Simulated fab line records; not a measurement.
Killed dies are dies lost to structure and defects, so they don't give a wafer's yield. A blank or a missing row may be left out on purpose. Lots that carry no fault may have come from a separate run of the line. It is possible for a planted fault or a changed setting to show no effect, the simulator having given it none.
Matching of chambers | flow gf180mcu | pecvd-01 running GF_PASSIVATION_CVD_02: 3 sister chambers
The step deposits Si3N4, target thk 700 nm, time 486.18 s. 3 wafers are shown with their chamber, then 8 later ones without.

## EACH WAFER AND ITS CHAMBER
wafer  | chamber | heater_power_w (W)
L331.4 | 0       | 756
L331.6 | 2       | 715
L332.3 | 1       | 721

## WAFERS WITH NO CHAMBER GIVEN
wafer  | heater_power_w (W)
L332.5 | 755
L332.6 | 657
L338.2 | 738
L338.3 | 714
L338.5 | 742
L339.2 | 607
L339.3 | 744
L339.5 | 754

## WHICH CHAMBER EACH WENT THROUGH
wafer  | from the rows above          | in truth
L332.5 | can't be placed: 0 or 1 or 2 | 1
L332.6 | can't be placed: 2 or 1 or 0 | 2
L338.2 | can't be placed: 1 or 0 or 2 | 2
L338.3 | can't be placed: 2 or 1 or 0 | 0
L338.5 | can't be placed: 0 or 1 or 2 | 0
L339.2 | can't be placed: 2 or 1 or 0 | 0
L339.3 | can't be placed: 0 or 1 or 2 | 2
L339.5 | can't be placed: 0 or 1 or 2 | 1
0 of 8 placed correctly. Can't be placed from these rows: 8 (the true chamber is among the candidates in 8). Number placed wrongly: 0.
How it was worked out, from the rows above alone: a wafer's distance from a chamber is the root of the sum, over the readings, of the square of ((its reading less the chamber's mean) divided by the reading's scatter). If the next closest chamber is less than 2 further off than the closest, the wafer can't be placed; otherwise it belongs to the closest. A chamber's mean is the mean of its shown wafers. The scatter (one wafer shown for each chamber): square how far every hidden wafer sits from the nearest shown wafer, average those squares and take the square root.
